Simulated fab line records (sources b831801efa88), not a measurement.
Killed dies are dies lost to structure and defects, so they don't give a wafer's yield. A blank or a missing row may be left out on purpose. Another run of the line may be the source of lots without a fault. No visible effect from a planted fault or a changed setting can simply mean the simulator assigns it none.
fab line records ; flow sky130
record: lots: 7; wafers: 21; lastDay: 50
route steps=708 shown CAP2M@605
lots with no fault: from the same line, run without faults
startH: start of the lot's first displayed wafer, in hours after the record's first day ; waitH: hours since the lot's step before ; " the same as in the row above ; L1.1+2: several wafers, shown together as one row ; - no value, or no start was given ; * or withheld: withheld ; < > ~ a bound
route shown NAME@n: names a module that has steps shown in the file, with the first one's number in the route ; usual: average and standard deviation across the fault-free wafers ; same: alike in all rows ; chamber/n: place in a boat ; sites: readings site by site ; _std_site: standard deviation across them ; _edge_site: inner sites' mean taken away from outer sites' mean ; radiusMm: for every site, how far away it sits from the centre of the wafer ; mask NAME#n: copy n ; behind: tool/chamber where the wafer was last shaped ; hold: why the lot went on hold/how many hours it stayed there/how the hold came to an end ; device: names the non-switching transistor (n, p or np) ; end of line: the same wafers' tests at the end of the route ; a step given without rows: its recipe and nothing more ; killed: at the first sort, the dies lost to defects and structure; wafer yield is something else ; map: the dies of a wafer, with x for killed, . for not killed, _ for no die there
set.NAME: setting as actually run; set.NAME@STEP: the setting as run at that earlier step ; model.NAME: the simulator's own value behind a step, which no gauge read
certain route steps with their lots: each step a table, each wafer a row
services: from which hour (startH, from the record's first day; less than 0 if before it) a tool's chamber was out of use, for how many hours, and why
== steps ==
step: SKY_CAP2M_SPUTTER_02
recipe: material: TiN; targetThkNm: 200; tempC: 300; powerW: 6500; timeS: 166.7; chamberPressurePa: 0.4
usual: chamberPressurePa: 0.3998/0.00076; throttleValvePct: 29.7/1.2
lot.wafer;tool;chamber;startH;waitH;chamberPressurePa;throttleValvePct
L311.3;pvdSputter-04;-;965.02;0.0;0.3997;27.8
L311.4;pvdSputter-04;-;965.02;0.0;0.4000;30.1
L311.6;pvdSputter-04;-;965.02;0.0;0.4010;29.3
L312.1;pvdSputter-02;-;966.56;0.1;0.4005;30.0
L312.3;pvdSputter-02;-;966.56;0.1;0.3998;28.1
L312.4;pvdSputter-02;-;966.56;0.1;0.3993;29.3
L313.4;pvdSputter-03;-;973.11;0.1;0.4002;30.0
L313.5;pvdSputter-03;-;973.11;0.1;0.3997;31.4
L313.6;pvdSputter-03;-;973.11;0.1;0.3998;31.0
L314.2;pvdSputter-03;-;980.08;0.0;0.3999;30.0
L314.3;pvdSputter-03;-;980.08;0.0;0.3997;31.4
L314.4;pvdSputter-03;-;980.08;0.0;0.3989;31.1
L322.3;pvdSputter-03;-;1038.35;0.0;0.3971;31.4
L322.4;pvdSputter-03;-;1038.35;0.0;0.3984;30.9
L322.6;pvdSputter-03;-;1038.35;0.0;0.3994;31.3
L325.3;pvdSputter-04;-;1054.01;0.0;0.3992;27.5
L325.4;pvdSputter-04;-;1054.01;0.0;0.3998;29.5
L325.5;pvdSputter-04;-;1054.01;0.0;0.4006;27.4
L328.2;pvdSputter-02;-;1088.05;0.0;0.3996;27.6
L328.4;pvdSputter-02;-;1088.05;0.0;0.3998;29.2
L328.5;pvdSputter-02;-;1088.05;0.0;0.4011;29.3
step: SKY_CAP2M_RS_MEAS_03
recipe: thkMeasGauge: four-point-probe; reads: TiN_of_CAP2M_SPUTTER_02
usual: CAP2M_TIN_RS: 6.86/0.07
lot.wafer;tool;chamber;startH;waitH;CAP2M_TIN_RS[ohm/sq]
L311.3;filmMetro-03;-;965.17;0.1;6.84
L311.4;filmMetro-03;-;965.17;0.1;6.90
L311.6;filmMetro-03;-;965.17;0.1;6.83
L312.1;filmMetro-03;-;966.67;0.1;6.90
L312.3;filmMetro-03;-;966.67;0.1;6.80
L312.4;filmMetro-03;-;966.67;0.1;6.80
L313.4;filmMetro-02;-;973.22;0.1;6.90
L313.5;filmMetro-02;-;973.22;0.1;6.95
L313.6;filmMetro-02;-;973.22;0.1;6.91
L314.2;filmMetro-02;-;980.21;0.1;6.87
L314.3;filmMetro-02;-;980.21;0.1;6.87
L314.4;filmMetro-02;-;980.21;0.1;6.95
L322.3;filmMetro-02;-;1038.50;0.1;6.72
L322.4;filmMetro-02;-;1038.50;0.1;6.75
L322.6;filmMetro-02;-;1038.50;0.1;6.77
L325.3;filmMetro-04;-;1054.16;0.1;6.81
L325.4;filmMetro-04;-;1054.16;0.1;6.85
L325.5;filmMetro-04;-;1054.16;0.1;6.83
L328.2;filmMetro-04;-;1088.18;0.1;6.87
L328.4;filmMetro-04;-;1088.18;0.1;6.82
L328.5;filmMetro-04;-;1088.18;0.1;6.84
step: SKY_CAP2M_THK_MEAS_04
recipe: thkMeasGauge: xrf; reads: TiN_of_CAP2M_SPUTTER_02
usual: CAP2M_TIN_THK: 202.3/2.2
lot.wafer;tool;chamber;startH;waitH;CAP2M_TIN_THK[nm]
L311.3;filmMetro-03;-;965.27;0.1;203.5
L311.4;filmMetro-03;-;965.27;0.1;200.7
L311.6;filmMetro-03;-;965.27;0.1;203.8
L312.1;filmMetro-03;-;966.79;0.1;201.2
L312.3;filmMetro-03;-;966.79;0.1;203.7
L312.4;filmMetro-03;-;966.79;0.1;204.2
L313.4;filmMetro-02;-;973.31;0.1;203.6
L313.5;filmMetro-02;-;973.31;0.1;202.0
L313.6;filmMetro-02;-;973.31;0.1;203.1
L314.2;filmMetro-02;-;980.32;0.1;203.6
L314.3;filmMetro-02;-;980.32;0.1;204.5
L314.4;filmMetro-02;-;980.32;0.1;201.0
L322.3;filmMetro-02;-;1038.60;0.1;206.9
L322.4;filmMetro-02;-;1038.60;0.1;204.9
L322.6;filmMetro-02;-;1038.60;0.1;206.1
L325.3;filmMetro-04;-;1054.26;0.1;204.3
L325.4;filmMetro-04;-;1054.26;0.1;201.8
L325.5;filmMetro-04;-;1054.26;0.1;202.9
L328.2;filmMetro-04;-;1088.29;0.1;200.8
L328.4;filmMetro-04;-;1088.29;0.1;202.4
L328.5;filmMetro-04;-;1088.29;0.1;202.1
step: SKY_CAP2M_DEHYDRATE_05
recipe: tempC: 200; timeS: 60
step: SKY_CAP2M_HMDS_06
recipe: primeTimeS: 60; primeTempC: 120
step: SKY_CAP2M_COAT_07
recipe: resist: NOVOLAK; spinRpm: 3000; resistThkNm: 1140
step: SKY_CAP2M_SOFTBAKE_08
recipe: tempC: 90; timeS: 60; resist: NOVOLAK
step: SKY_CAP2M_EXPOSE_09
recipe: maskId: CAP2M; na: 0.6; sourceShape: conventional; sigmaOuter: 0.6; polarization: unpolarized; targetCdNm: 1000; doseMj: 159
step: SKY_CAP2M_PEB_10
recipe: tempC: withheld; timeS: *; resist: NOVOLAK
step: SKY_CAP2M_DEVELOP_11
recipe: resist: NOVOLAK; developer: TMAH; developTimeS: 60; devTempC: 23
step: SKY_CAP2M_OVL_MEAS_12
usual: CAP2M_OVL: -0.8/1.6
lot.wafer;tool;chamber;startH;waitH;CAP2M_OVL[nm]
L311.3;overlay-01;-;988.38;0.1;-1.0
L311.4;overlay-01;-;988.38;0.1;0.2
L311.6;overlay-01;-;988.38;0.1;-0.1
L312.1;overlay-01;-;989.97;0.1;-5.4
L312.3;overlay-01;-;989.97;0.1;-3.4
L312.4;overlay-01;-;989.97;0.1;-4.2
L313.4;overlay-01;-;996.80;0.1;-3.0
L313.5;overlay-01;-;996.80;0.1;-1.5
L313.6;overlay-01;-;996.80;0.1;-1.7
L314.2;overlay-01;-;1002.42;0.1;-0.8
L314.3;overlay-01;-;1002.42;0.1;0.4
L314.4;overlay-01;-;1002.42;0.1;0.2
L322.3;overlay-01;-;1060.08;0.1;0.5
L322.4;overlay-01;-;1060.08;0.1;-0.7
L322.6;overlay-01;-;1060.08;0.1;-1.0
L325.3;overlay-02;-;1074.68;0.1;-1.1
L325.4;overlay-02;-;1074.68;0.1;-1.7
L325.5;overlay-02;-;1074.68;0.1;-2.6
L328.2;overlay-01;-;1107.97;0.1;-2.3
L328.4;overlay-01;-;1107.97;0.1;-2.2
L328.5;overlay-01;-;1107.97;0.1;-3.2
step: SKY_CAP2M_METAL_ETCH_13
recipe: targetDepthNm: 220; stopOn: SiO2; chemistry: Cl2/BCl3; target: TiN; pressureMtorr: 10; icpW: 900; biasW: 48.5; Cl2_flow_sccm: 60; bcl3FlowSccm: 30; timeS: 62.9
usual: drypumpMotorCurrentA: 5.61/0.17; oesProductAu: 0.945/0.0068; throttleValvePct: 21.899/0.0096
lot.wafer;tool;chamber;startH;waitH;drypumpMotorCurrentA;oesProductAu;rfHoursCounterH;throttleValvePct
L311.3;rieMetal-04;0;988.43;0.0;5.84;0.947;-;21.906
L311.4;rieMetal-04;1;988.43;0.0;5.25;0.944;-;21.905
L311.6;rieMetal-04;0;988.43;0.0;5.83;0.953;-;21.896
L312.1;rieMetal-03;1;990.01;0.0;5.61;0.940;5;21.891
L312.3;rieMetal-03;1;990.01;0.0;5.57;0.951;-;21.896
L312.4;rieMetal-03;0;990.01;0.0;5.59;0.955;-;21.896
L313.4;rieMetal-01;0;996.85;0.0;5.64;0.944;-;21.898
L313.5;rieMetal-01;1;996.85;0.0;5.67;0.940;-;21.895
L313.6;rieMetal-01;0;996.85;0.0;5.65;0.945;-;21.904
L314.2;rieMetal-03;0;1002.45;0.0;5.63;0.940;5;21.886
L314.3;rieMetal-03;0;1002.45;0.0;5.62;0.951;-;21.906
L314.4;rieMetal-03;1;1002.45;0.0;5.60;0.940;-;21.907
L322.3;rieMetal-01;0;1060.13;0.0;5.66;0.951;-;21.891
L322.4;rieMetal-01;1;1060.13;0.0;5.67;0.950;-;21.894
L322.6;rieMetal-01;0;1060.13;0.0;5.64;0.955;-;21.883
L325.3;rieMetal-03;1;1074.73;0.0;5.61;0.948;-;21.898
L325.4;rieMetal-03;0;1074.73;0.0;5.63;0.951;-;21.878
L325.5;rieMetal-03;0;1074.73;0.0;5.63;0.939;-;21.910
L328.2;rieMetal-04;1;1108.00;0.0;5.25;0.948;20;21.903
L328.4;rieMetal-04;0;1108.00;0.0;5.85;0.958;-;21.886
L328.5;rieMetal-04;1;1108.00;0.0;5.24;0.946;-;21.902
step: SKY_CAP2M_STRIP_14
recipe: chemistry: O2/N2; powerW: 1400; pressureMtorr: 1500; platenTempC: withheld; o2FlowSccm: 3000; n2FlowSccm: 300; overashFraction: 0.5
usual: drypumpMotorCurrentA: 5.3/0.35; o2FlowSccm: 3000/8.7; oesProductAu: 0.709/0.0046; stripTimeToEndpointS: 12.65/0.04
lot.wafer;tool;chamber;startH;waitH;drypumpMotorCurrentA;o2FlowSccm;oesProductAu;rfHoursCounterH;stripTimeToEndpointS
L311.3;plasmaAsher-01;1;988.52;0.1;5.4;3002;0.706;-;12.59
L311.4;plasmaAsher-01;0;988.52;0.1;5.1;2999;0.713;-;12.61
L311.6;plasmaAsher-01;1;988.52;0.1;5.4;2998;0.711;-;12.61
L312.1;plasmaAsher-03;0;990.08;0.1;5.3;3597;0.710;82;12.54
L312.3;plasmaAsher-03;0;990.08;0.1;5.3;3606;0.724;-;12.55
L312.4;plasmaAsher-03;1;990.08;0.1;4.9;2982;0.708;-;12.65
L313.4;plasmaAsher-03;1;996.93;0.1;4.8;2999;0.710;-;12.66
L313.5;plasmaAsher-03;1;996.93;0.1;4.8;3003;0.702;-;12.73
L313.6;plasmaAsher-03;0;996.93;0.1;5.3;3599;0.718;-;12.49
L314.2;plasmaAsher-03;0;1002.53;0.1;5.3;3600;0.711;84;12.54
L314.3;plasmaAsher-03;0;1002.53;0.1;5.3;3591;0.718;-;12.53
L314.4;plasmaAsher-03;1;1002.53;0.1;4.8;3007;0.709;-;12.68
L322.3;plasmaAsher-03;0;1060.22;0.1;5.3;2989;0.705;-;12.63
L322.4;plasmaAsher-03;1;1060.22;0.1;4.8;2989;0.709;-;12.67
L322.6;plasmaAsher-03;1;1060.22;0.1;4.8;2980;0.704;-;12.64
L325.3;plasmaAsher-01;0;1074.81;0.1;5.1;3008;0.707;-;12.66
L325.4;plasmaAsher-01;1;1074.81;0.1;5.4;3008;0.703;-;12.67
L325.5;plasmaAsher-01;1;1074.81;0.1;5.5;2992;0.711;-;12.68
L328.2;plasmaAsher-02;0;1108.08;0.1;5.7;3015;0.714;4;12.68
L328.4;plasmaAsher-02;1;1108.08;0.1;5.8;3010;0.713;-;12.66
L328.5;plasmaAsher-02;0;1108.08;0.1;5.7;2991;0.700;-;12.70
step: SKY_CAP2M_STRIP_15
recipe: chemistry: postEtchResidueRemover; timeS: 1200; tempC: 72.5
== services ==
tool;chamber;startH;hours;kind
pvdSputter-02;-;968.13;2.4;repair
pvdSputter-02;-;968.34;9.6;repair
pvdSputter-04;-;979.53;5.0;repair
plasmaAsher-03;-;988.18;1.3;repair
pvdSputter-04;-;988.26;1.0;repair
rieMetal-01;0;1010.40;10.6;repair
rieMetal-01;-;1025.95;1.3;repair
rieMetal-01;1;1046.89;4.7;repair
plasmaAsher-02;-;1055.25;9.0;pm
plasmaAsher-02;0;1055.25;9.0;ventCycle
plasmaAsher-02;1;1055.25;9.0;ventCycle
rieMetal-01;-;1062.84;54.9;repair
plasmaAsher-02;0;1064.25;-;clean
plasmaAsher-02;1;1064.25;-;clean
pvdSputter-03;-;1065.02;4.6;repair
plasmaAsher-03;-;1065.66;5.3;pm
rieMetal-01;-;1079.03;13.5;repair
pvdSputter-02;-;1082.53;0.6;repair
plasmaAsher-02;-;1104.68;3.3;repair
== key ==
firstSign: step: SKY_CAP2M_STRIP_14; reading: o2FlowSccm; direction: up; sigmas: 69; usual: 3000; struck: 3598
effect: step: SKY_CAP2M_STRIP_14; reading: stripTimeToEndpointS; direction: down; sigmas: 3; usual: *; struck: *
metAt SKY_CAP2M_STRIP_14
struckWafers L312.1,L312.3,L313.6,L314.2,L314.3
sortLeftOut L314.2,L314.3
fault: kind: processParameterDrift; tool: plasmaAsher-03; chamber: 0; onsetH: 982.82; steps: SKY_CAP2M_STRIP_14; channel: o2FlowSccm; offset: 600; shape: step; endH: 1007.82; actsIn: theseRecipesOnly; stated: 3000
sortLeftOut: the simulated sort isn't trusted on such a fault, so these wafers' sort isn't shown, and their yield isn't known
